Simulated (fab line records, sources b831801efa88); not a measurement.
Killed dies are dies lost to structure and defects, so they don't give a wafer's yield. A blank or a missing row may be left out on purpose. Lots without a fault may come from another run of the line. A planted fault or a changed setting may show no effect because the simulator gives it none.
Which tool did it? | flow sky130 | 11 lots, 32 wafers sampled, at 5 steps of a route of 708

WHAT THE GAUGES READ, wafer by wafer
The record holds no reading of a measuring or inspecting step that can be judged against a usual standard deviation.

WHICH TOOL RAN EACH LOT (tool, then ch and the chambers of the sampled wafers, then the start)
lot  | SKY_METAL3_ETCH_16                | SKY_VIA3_STRIP_16                    | SKY_VIA3_CMP_24               | SKY_METAL4_SPUTTER_04        | SKY_PAD_OPEN_PROBE_99
L142 | rie_metal-02 ch 0,1, day 38 09:22 | plasma_asher-04 ch 0, day 39 12:03   | cmp-01 ch 0,2,3, day 39 13:03 | pvd_sputter-03, day 39 13:25 | prober-01, day 45 15:02
L143 | rie_metal-03 ch 0,1, day 38 20:20 | plasma_asher-04 ch 0,1, day 39 23:02 | cmp-01 ch 0,1,2, day 40 00:03 | pvd_sputter-02, day 40 00:27 | prober-02, day 45 23:29
L146 | rie_metal-03 ch 0,1, day 39 20:32 | plasma_asher-02 ch 0,1, day 40 22:54 | cmp-01 ch 0,2,3, day 40 23:57 | pvd_sputter-02, day 41 00:16 | prober-02, day 46 20:52
L147 | rie_metal-03 ch 0,1, day 39 20:45 | plasma_asher-04 ch 0,1, day 40 22:35 | cmp-02 ch 0,3, day 40 23:33   | pvd_sputter-03, day 40 23:55 | prober-01, day 46 19:56
L149 | rie_metal-04 ch 0,1, day 40 13:47 | plasma_asher-04 ch 0,1, day 41 15:44 | cmp-02 ch 1,2,3, day 41 16:49 | pvd_sputter-03, day 41 17:13 | prober-02, day 47 10:43
L150 | rie_metal-02 ch 0,1, day 41 01:20 | plasma_asher-03 ch 0,1, day 42 02:16 | cmp-01 ch 0,2,3, day 42 03:20 | pvd_sputter-03, day 42 03:44 | prober-01, day 47 18:23
L154 | rie_metal-03 ch 0, day 42 02:46   | plasma_asher-02 ch 0,1, day 43 03:09 | cmp-02 ch 0,2, day 43 04:06   | pvd_sputter-02, day 43 04:31 | prober-02, day 48 14:56
L156 | rie_metal-03 ch 1, day 42 12:49   | plasma_asher-04 ch 0,1, day 43 13:54 | cmp-01 ch 0,1, day 43 14:51   | pvd_sputter-01, day 43 15:16 | prober-01, day 49 01:28
L163 | rie_metal-02 ch 0,1, day 44 06:22 | plasma_asher-02 ch 0,1, day 45 06:24 | cmp-01 ch 0,1,2, day 45 07:25 | pvd_sputter-03, day 45 07:46 | prober-02, day 50 08:29
L164 | rie_metal-04 ch 0,1, day 44 09:13 | plasma_asher-02 ch 0,1, day 45 08:11 | cmp-02 ch 0,1,2, day 45 09:11 | pvd_sputter-03, day 45 09:33 | prober-01, day 50 08:53
L165 | rie_metal-04 ch 0,1, day 44 20:32 | plasma_asher-03 ch 0,1, day 45 19:35 | cmp-01 ch 2,3, day 45 20:37   | pvd_sputter-03, day 45 20:57 | prober-02, day 50 17:15
- SKY_METAL3_ETCH_16: etches BARC in N2/H2, stops on SiO2, time 88.2 s, target depth 60 nm.
- SKY_VIA3_STRIP_16: strips in O2/N2.
- SKY_VIA3_CMP_24: polishes, stops on SiO2, t overpolish 20 s, target thk 0 nm.
- SKY_METAL4_SPUTTER_04: material TiN, target thk 70 nm, time 58.3 s.
- SKY_PAD_OPEN_PROBE_99

WHAT THE TOOLS THEMSELVES READ (means of the sampled wafers that have a number; where no wafer has one, the mark that the record gives instead)
SKY_METAL3_ETCH_16.
lot  | tool         | drypump_motor_current_A (A) | oes_product_au (a.u.) | throttle_valve_pct (%)
L142 | rie_metal-02 | 6.0                         | 0.626                 | 13.204
L143 | rie_metal-03 | 6.2                         | 0.628                 | 13.208
L146 | rie_metal-03 | 6.1                         | 0.624                 | 13.211
L147 | rie_metal-03 | 6.2                         | 0.622                 | 13.205
L149 | rie_metal-04 | 5.5                         | 0.626                 | 13.206
L150 | rie_metal-02 | 5.7                         | 0.628                 | 13.201
L154 | rie_metal-03 | 6.4                         | 0.626                 | 13.205
L156 | rie_metal-03 | 6.0                         | 0.619                 | 13.209
L163 | rie_metal-02 | 5.7                         | 0.626                 | 13.216
L164 | rie_metal-04 | 5.1                         | 0.625                 | 13.206
L165 | rie_metal-04 | 5.3                         | 0.623                 | 13.204

SKY_VIA3_STRIP_16.
lot  | tool            | drypump_motor_current_A (A) | o2_flow_sccm (sccm) | oes_product_au (a.u.) | strip_time_to_endpoint_s (s)
L142 | plasma_asher-04 | 5.3                         | 3005                | 0.396                 | 4.128
L143 | plasma_asher-04 | 5.6                         | 3002                | 0.402                 | 4.115
L146 | plasma_asher-02 | 5.7                         | 3003                | 0.401                 | 4.131
L147 | plasma_asher-04 | 5.6                         | 2996                | 0.399                 | 4.143
L149 | plasma_asher-04 | 5.6                         | 3008                | 0.400                 | 4.132
L150 | plasma_asher-03 | 6.2                         | 2992                | 0.404                 | 4.145
L154 | plasma_asher-02 | 5.9                         | 3003                | 0.405                 | 4.113
L156 | plasma_asher-04 | 5.5                         | 3001                | 0.404                 | 4.140
L163 | plasma_asher-02 | 5.9                         | 3004                | 0.401                 | 4.115
L164 | plasma_asher-02 | 5.7                         | 2995                | 0.409                 | 4.168
L165 | plasma_asher-03 | 6.0                         | 2996                | 0.402                 | 4.143

SKY_VIA3_CMP_24.
lot  | tool   | head_pressure_psi (psi) | motor_current_A (A) | overpolish_run_s (s) | time_to_endpoint_s (s)
L142 | cmp-01 | 3.498                   | 11.6                | 20.002               | 96
L143 | cmp-01 | 3.498                   | 10.5                | 19.999               | 96
L146 | cmp-01 | 3.496                   | 10.9                | 20.002               | 96
L147 | cmp-02 | 3.504                   | 10.0                | 19.996               | 91
L149 | cmp-02 | 3.497                   | 11.6                | 19.994               | 91
L150 | cmp-01 | 3.492                   | 11.1                | 19.990               | 95
L154 | cmp-02 | 3.493                   | 11.5                | 19.999               | 93
L156 | cmp-01 | 3.506                   | 10.8                | 20.000               | 95
L163 | cmp-01 | 3.493                   | 10.0                | 13.341               | 110
L164 | cmp-02 | 3.501                   | 11.5                | 19.993               | 97
L165 | cmp-01 | 3.516                   | 12.2                | 10.011               | 118

SKY_METAL4_SPUTTER_04.
lot  | tool           | cathode_dc_power_W (W) | throttle_valve_pct (%)
L142 | pvd_sputter-03 | 6500.1                 | 31.0
L143 | pvd_sputter-02 | 6500.6                 | 30.1
L146 | pvd_sputter-02 | 6500.6                 | 28.9
L147 | pvd_sputter-03 | 6499.4                 | 30.3
L149 | pvd_sputter-03 | 6500.5                 | 30.4
L150 | pvd_sputter-03 | 6499.7                 | 30.7
L154 | pvd_sputter-02 | 6499.2                 | 29.2
L156 | pvd_sputter-01 | 6499.9                 | 30.0
L163 | pvd_sputter-03 | 6499.1                 | 30.6
L164 | pvd_sputter-03 | 6498.8                 | 30.9
L165 | pvd_sputter-03 | 6502.2                 | 29.7

SKY_PAD_OPEN_PROBE_99.
lot  | tool      | defect_limited_yield (%) | killed_at_M0_to_M3 | killed_at_M4_up | killed_at_contacts | killed_at_front_end | killed_at_other | killed_dies | killed_on_rim | killed_open | killed_short | sort_bin_3_pad_short (%) | sort_bin_5_function (%) | sort_bin_6_memory (%) | sort_n_pass | sort_yield_pct (%)
L142 | prober-01 | 83.4                     | 44                 | 2.7             | 23                 | 12                  | 0.0             | 82          | 17            | 41          | 41           | 0.9                      | 10.2                    | 5.6                   | 410         | 83.4
L143 | prober-02 | 79.1                     | 49                 | 7.0             | 31                 | 15                  | 0.7             | 103         | 18            | 56          | 47           | 1.3                      | 11.9                    | 7.7                   | 389         | 79.1
L146 | prober-02 | 81.7                     | 44                 | 2.7             | 23                 | 20                  | 0.0             | 90          | 20            | 49          | 41           | 0.9                      | 11.5                    | 5.8                   | 402         | 81.7
L147 | prober-01 | 82.4                     | 43                 | 2.3             | 29                 | 11                  | 0.7             | 87          | 16            | 49          | 38           | 0.5                      | 10.7                    | 6.5                   | 405         | 82.4
L149 | prober-02 | 81.1                     | 47                 | 2.7             | 29                 | 15                  | 0.0             | 93          | 18            | 53          | 40           | 1.1                      | 10.9                    | 6.9                   | 399         | 81.1
L150 | prober-01 | 82.4                     | 46                 | 2.0             | 21                 | 18                  | 0.0             | 87          | 17            | 53          | 34           | 1.1                      | 10.4                    | 6.2                   | 405         | 82.4
L154 | prober-02 | 81.2                     | 49                 | 3.3             | 25                 | 16                  | 0.0             | 93          | 19            | 52          | 41           | 0.6                      | 11.8                    | 6.4                   | 399         | 81.2
L156 | prober-01 | 84.7                     | 40                 | 1.7             | 21                 | 13                  | 0.0             | 75          | 14            | 43          | 32           | 0.8                      | 9.2                     | 5.3                   | 417         | 84.7
L163 | prober-02 | 53.5                     | 175                | 5.7             | 32                 | 16                  | 0.3             | 229         | 44            | 52          | 43           | 27.8                     | 12.5                    | 6.2                   | 263         | 53.5
L164 | prober-01 | 83.3                     | 42                 | 3.3             | 24                 | 12                  | 0.7             | 82          | 16            | 44          | 38           | 0.9                      | 10.2                    | 5.7                   | 410         | 83.3
L165 | prober-02 | 42.0                     | 242                | 3.0             | 22                 | 18                  | 0.0             | 286         | 56            | 52          | 34           | 41.8                     | 9.6                     | 6.7                   | 206         | 42.0

THE ANSWER, worked out from the rows above alone
Rule: what is usual is taken from the lots themselves. Put in order of their means at a reading, lots are off if they are a third of the lots or fewer, leave a main group of 4 or more, and stand apart from it by a gap of 3 or more times the standard deviation of the main group's means; of several such gaps the widest counts. A main group whose means are all the same, to the digits that the tables above print for the reading, isn't used. A lot without any number at a reading at which 4 lots or more have one is off too. The other lots that the step has rows for count as sound. The gauges are gone through in route order, then the tools' own readings, and for those a lot's mean is taken as printed above. The first step at which some lot is off is used, and at that step the reading that is off furthest; a lot without a number counts as furthest.
Off: L163, L165, at SKY_VIA3_CMP_24 (overpolish_run_s). The main group: mean 19.997 s, standard deviation 0.004.
A tool fits if, at that step or a process step before it, it ran every lot that is off, and no sound lot after the first of them. One fits: cmp-01 at SKY_VIA3_CMP_24. Its last sound lot is L156 (day 43 14:51), its first lot that is off L163 (day 45 07:25): a fault that began between those two fits.
The tool's own readings at SKY_VIA3_CMP_24 bear it out: on the lots that are off they differ by more than 5 times the standard deviation of the sound lots' means. overpolish_run_s reads 11.676 s there against 19.997 s on the sound lots; time_to_endpoint_s reads 114 s there against 94 s on the sound lots.

WHAT THE SIMULATOR HAD PUT IN
Process parameter drift: cmp-01, from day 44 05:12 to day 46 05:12, at SKY_VIA3_CMP_24. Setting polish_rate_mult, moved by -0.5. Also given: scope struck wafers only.
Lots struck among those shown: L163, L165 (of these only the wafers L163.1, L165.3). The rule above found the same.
